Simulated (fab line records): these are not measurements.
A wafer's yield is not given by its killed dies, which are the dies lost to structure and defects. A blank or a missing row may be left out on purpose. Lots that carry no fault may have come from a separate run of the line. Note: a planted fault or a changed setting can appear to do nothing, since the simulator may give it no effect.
Matching of chambers | flow sky130 | SKY_CONTACT_CMP_27 on cmp-02: 4 sister chambers
The step polishes, stops on SiO2, t overpolish 15 s, target thk 0 nm. 8 wafers are shown with their chamber, then 7 later ones without.

## EACH WAFER AND ITS CHAMBER
wafer  | chamber | motorCurrentA (A) | overpolishRunS (s)
L415.2 | 1       | 8.3               | 15.014
L415.4 | 0       | 10.7              | 14.996
L416.1 | 1       | 8.9               | 15.008
L417.2 | 0       | 10.4              | 14.994
L421.4 | 3       | 10.8              | 14.996
L421.5 | 3       | 10.7              | 14.982
L421.6 | 2       | 9.9               | 14.993
L422.2 | 2       | 10.0              | 14.981

## WAFERS MISSING THEIR CHAMBER
wafer  | motorCurrentA (A) | overpolishRunS (s)
L422.4 | 11.8              | 15.005
L422.6 | 10.1              | 14.984
L426.1 | 9.4               | 14.986
L426.4 | 8.5               | 15.001
L426.5 | 10.3              | 14.998
L435.2 | 10.6              | 15.008
L435.5 | 10.0              | 15.002

## CHAMBER TAKEN BY EACH
wafer  | from the rows above          | in truth
L422.4 | can't be placed: 3 or 0      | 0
L422.6 | can't be placed: 2 or 0      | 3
L426.1 | 2                            | 2
L426.4 | 1                            | 1
L426.5 | can't be placed: 0 or 2 or 3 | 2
L435.2 | can't be placed: 0 or 3      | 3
L435.5 | can't be placed: 2 or 0 or 3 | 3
2 of 7 placed correctly. Cannot be placed on the basis of these rows: 5; the candidates contain the true chamber in 4. Wrongly placed: 0.
How it was worked out, from the rows above alone: a wafer's distance from a chamber is the root of the sum, over the readings, of the square of ((its reading less the chamber's mean) divided by the reading's scatter). The wafer belongs to the nearest chamber; if the next one is less than 2 further off, it can't be placed. For every chamber, the mean is computed from those of its wafers that are shown. The scatter: the root of (the sum of the squares of (reading less its chamber's mean) over the shown wafers, divided by (wafers less chambers)).
